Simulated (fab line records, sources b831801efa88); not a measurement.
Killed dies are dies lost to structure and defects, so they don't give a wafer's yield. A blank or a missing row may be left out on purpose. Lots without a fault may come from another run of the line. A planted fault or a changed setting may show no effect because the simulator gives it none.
fab line records | flow gf180mcu | part 2 of 2: steps 30 to 40 of 40
record lots=5 wafers=15 last_day=34
route steps=602 shown CONTACT@314 M1@315 V1@335
lots that met no fault: from a run of the same line without faults
start_h: hours from the record's first day to the start of the lot's first wafer shown | wait_h: hours since the lot's step before | " the same as in the row above | L1.1+2: a row that stands for several wafers | - no value, or no start given | * or withheld: withheld | < > ~ a bound
route shown NAME@n: a module of which the file shows steps, and the number in the route of the first | usual: mean/standard deviation of fault-free wafers | same: alike in all rows | chamber/n: place in a boat | sites: the reading at each site | _std_site: their standard deviation | _edge_site: outer sites' mean less inner sites' | radius_mm: how far each site lies from the wafer's centre | mask NAME#n: copy n | behind: the tool/chamber that last shaped the wafer | hold: why the lot was held/for how many hours/how that ended | device: the transistor (n, p or np) that didn't switch | end of line: the same wafers' tests at the end of the route | a step without rows: its recipe alone | killed: dies lost to structure and defects at the first sort, not the wafer's yield | map: a wafer's dies, x killed, . not, _ none there
set.NAME: the setting as run; set.NAME@STEP: as run at that earlier step | model.NAME: the simulator's own value behind a step, which no gauge read
lots at some steps of the route; a table a step, a row a wafer
services: from which hour (start_h, from the record's first day; less than 0 if before it) a tool's chamber was out of use, for how many hours, and why
## steps
# step GF_V1_COAT_08
# recipe resist=BARC temp_c=withheld time_s=withheld spin_rpm=withheld resist_thk_nm=withheld
# columns lot.wafer tool chamber start_h wait_h
L082.3+5+6 litho_track-04 0 470.19 0.1
L084.1+5+6 litho_track-03 0 495.01 0.1
L087.2+5+6 litho_track-03 0 522.24 0.1
L093.3+4+6 litho_track-04 0 560.89 0.1
L094.1+2+6 litho_track-01 0 574.82 0.1
# step GF_V1_COAT_09
# recipe resist=KrF spin_rpm=withheld resist_thk_nm=1000
# columns lot.wafer tool chamber start_h wait_h
L082.3+5+6 litho_track-04 0 - -
L084.1+5+6 litho_track-03 0 - -
L087.2+5+6 litho_track-03 0 - -
L093.3+4+6 litho_track-04 0 - -
L094.1+2+6 litho_track-01 0 - -
# step GF_V1_SOFTBAKE_10
# recipe temp_c=130 time_s=60 resist=KrF
# columns lot.wafer tool chamber start_h wait_h
L082.3+5+6 litho_track-04 0 - -
L084.1+5+6 litho_track-03 0 - -
L087.2+5+6 litho_track-03 0 - -
L093.3+4+6 litho_track-04 0 - -
L094.1+2+6 litho_track-01 0 - -
# step GF_V1_EXPOSE_11
# recipe mask_id=Via1 target_cd_nm=260 na=0.68 source_shape=conventional sigma_outer=0.6 dose_mj=38
# columns lot.wafer tool chamber start_h wait_h mask
L082.3+5+6 krf_scanner-01 0 - - Via1#0
L084.1+5+6 krf_scanner-01 0 - - Via1#0
L087.2+5+6 krf_scanner-01 0 - - Via1#0
L093.3+4+6 krf_scanner-01 0 - - Via1#0
L094.1+2+6 krf_scanner-02 0 - - Via1#0
# step GF_V1_PEB_12
# recipe peb_temp_c=135 peb_time_s=90 resist=KrF
# columns lot.wafer tool chamber start_h wait_h
L082.3+5+6 litho_track-04 0 - -
L084.1+5+6 litho_track-04 0 - -
L087.2+5+6 litho_track-01 0 - -
L093.3+4+6 litho_track-03 0 - -
L094.1+2+6 litho_track-04 0 - -
# step GF_V1_DEVELOP_13
# recipe develop_time_s=60 resist=KrF dev_temp_c=21
# usual developer_temp_C=21.02/0.12
# columns lot.wafer tool chamber start_h wait_h developer_temp_C
L082.3 litho_track-04 0 482.34 0.1 20.98
L082.5 " 0 " " 20.91
L082.6 " 0 " " 20.94
L084.1 litho_track-04 0 506.94 0.2 20.96
L084.5 " 0 " " 21.15
L084.6 " 0 " " 20.93
L087.2 litho_track-01 0 533.30 0.2 20.91
L087.5 " 0 " " 20.86
L087.6 " 0 " " 20.93
L093.3 litho_track-03 0 571.51 0.1 21.11
L093.4 " 0 " " 20.91
L093.6 " 0 " " 20.98
L094.1 litho_track-04 0 586.04 0.2 21.01
L094.2 " 0 " " 21.06
L094.6 " 0 " " 21.16
# step GF_V1_CD_MEAS_14
# recipe target_cd_nm=260
# usual cd_nm=260.0/1
# columns lot.wafer tool chamber start_h wait_h cd_nm
L082.3 cd_sem-01 - 482.48 0.1 259.0
L082.5 " - " " 259.4
L082.6 " - " " 258.6
L084.1 cd_sem-02 - 507.09 0.1 260.6
L084.5 " - " " 260.0
L084.6 " - " " 260.4
L087.2 cd_sem-01 - 533.44 0.1 260.5
L087.5 " - " " 258.5
L087.6 " - " " 259.5
L093.3 cd_sem-01 - 571.65 0.1 261.2
L093.4 " - " " 259.3
L093.6 " - " " 260.6
L094.1 cd_sem-01 - 586.19 0.1 259.7
L094.2 " - " " 259.7
L094.6 " - " " 260.2
# step GF_V1_OVL_MEAS_15
# usual V1_OVL=-2/5.2
# columns lot.wafer tool chamber start_h wait_h V1_OVL[nm]
L082.3 overlay-01 - 482.57 0.1 -4
L082.5 " - " " -7
L082.6 " - " " -3
L084.1 overlay-02 - 507.21 0.1 -8
L084.5 " - " " -7
L084.6 " - " " -2
L087.2 overlay-02 - 533.55 0.1 -8
L087.5 " - " " -5
L087.6 " - " " -10
L093.3 overlay-02 - 571.74 0.1 -2
L093.4 " - " " -2
L093.6 " - " " -3
L094.1 overlay-01 - 586.31 0.1 3
L094.2 " - " " -3
L094.6 " - " " 0
# step GF_V1_ETCH_16
# recipe chemistry=N2/H2 target_depth_a=withheld overetch_a=withheld time_s=withheld target=BARC ion_energy_ev=200 source_w=500 bias_w=100 pressure_mtorr=30 n2_flow_sccm=100 h2_flow_sccm=200
# usual drypump_motor_current_A=5.9/0.48 oes_product_au=0.855/0.0052 throttle_valve_pct=13.224/0.01
# columns lot.wafer tool chamber start_h wait_h drypump_motor_current_A oes_product_au throttle_valve_pct
L082.3 rie_diel-01 3 482.59 0.0 6.1 0.858 13.233
L082.5 " 0 " " 5.6 0.853 13.223
L082.6 " 1 " " 6.0 0.845 13.225
L084.1 rie_diel-02 3 507.24 0.0 5.8 0.858 13.226
L084.5 " 1 " " 5.7 0.848 13.240
L084.6 " 2 " " 6.6 0.852 13.221
L087.2 rie_diel-03 3 533.58 0.0 6.0 0.852 13.221
L087.5 " 3 " " 6.0 0.855 13.233
L087.6 " 1 " " 5.7 0.862 13.226
L093.3 rie_diel-03 1 571.77 0.0 5.7 0.853 13.217
L093.4 " 2 " " 5.4 0.855 13.230
L093.6 " 1 " " 5.7 0.859 13.220
L094.1 rie_diel-02 1 586.34 0.0 5.7 0.856 13.248
L094.2 " 0 " " 5.9 0.844 13.238
L094.6 " 1 " " 5.7 0.852 13.231
# step GF_V1_ETCH_17
# recipe chemistry=C4F8/O2/Ar mask_material=KrF target=SiO2 stop_on=TiN source_w=1500 bias_w=1200 pressure_mtorr=40 c4f8_flow_sccm=withheld O2_flow_sccm=6 Ar_flow_sccm=300 time_s=withheld target_depth_a=6300
# usual oes_product_au=0.856/0.0043
# columns lot.wafer tool chamber start_h wait_h oes_product_au
L082.3 rie_diel-01 3 - - 0.847
L082.5 " 0 " " 0.848
L082.6 " 1 " " 0.854
L084.1 rie_diel-02 3 - - 0.856
L084.5 " 1 " " 0.856
L084.6 " 2 " " 0.850
L087.2 rie_diel-03 3 - - 0.853
L087.5 " 3 " " 0.851
L087.6 " 1 " " 0.857
L093.3 rie_diel-03 1 - - 0.856
L093.4 " 2 " " 0.847
L093.6 " 1 " " 0.849
L094.1 rie_diel-02 1 - - 0.856
L094.2 " 0 " " 0.855
L094.6 " 1 " " 0.857
# step GF_V1_STRIP_18
# recipe chemistry=O2/N2 power_w=1400 pressure_mtorr=1500 platen_temp_c=250 o2_flow_sccm=3000 n2_flow_sccm=300 overash_fraction=0.5
# usual drypump_motor_current_A=5.77/0.22 heater_power_w=315/25 oes_product_au=0.592/0.0041
# same overash_fraction=0.5
# columns lot.wafer tool chamber start_h wait_h drypump_motor_current_A heater_power_w oes_product_au rf_hours_counter_h
L082.3 plasma_asher-02 0 482.76 - 5.64 317 0.596 -
L082.5 " 0 " " 5.62 328 0.600 -
L082.6 " 1 " " 5.75 281 0.589 -
L084.1 plasma_asher-02 1 507.37 - 5.75 283 0.591 72
L084.5 " 0 " " 5.65 327 0.598 -
L084.6 " 1 " " 5.74 287 0.595 -
L087.2 plasma_asher-02 1 533.70 - 5.77 283 0.588 75
L087.5 " 1 " " 5.77 283 0.596 -
L087.6 " 0 " " 5.65 317 0.594 -
L093.3 plasma_asher-03 0 571.93 - 5.74 293 0.589 -
L093.4 " 1 " " 5.43 354 0.595 -
L093.6 " 1 " " 5.45 355 0.588 -
L094.1 plasma_asher-04 0 586.47 - 6.11 312 0.589 16
L094.2 " 1 " " 6.00 336 0.592 16
L094.6 " 1 " " 5.99 340 0.589 -
## services
# columns tool chamber start_h hours kind
cmp-02 - 410.01 1.7 repair
rie_diel-02 1 429.40 2.4 repair
krf_scanner-01 - 447.10 0.8 pm
krf_scanner-02 - 449.66 0.3 repair
pvd_sputter-03 - 462.89 0.8 repair
krf_scanner-01 - 464.74 1.0 pm
cmp-01 - 466.89 1.9 repair
krf_scanner-01 - 473.04 1.6 repair
pvd_sputter-04 - 473.47 5.9 repair
krf_scanner-02 - 474.51 0.6 repair
krf_scanner-02 - 483.97 1.3 pm
krf_scanner-02 - 488.10 1.0 pm
krf_scanner-02 - 491.89 4.4 repair
krf_scanner-02 - 493.16 4.4 repair
pvd_sputter-01 - 497.26 0.6 repair
hdpcvd-02 - 497.96 4.3 pm
krf_scanner-01 - 512.99 1.3 pm
hdpcvd-02 - 513.09 1.5 repair
cmp-02 - 520.35 5.3 pm
rie_diel-02 0 525.70 15.2 repair
cmp-01 - 556.35 4.9 pm
pvd_sputter-04 - 564.72 4.1 repair
cmp-01 - 572.14 4.0 pm
cmp-01 - 580.80 0.6 repair
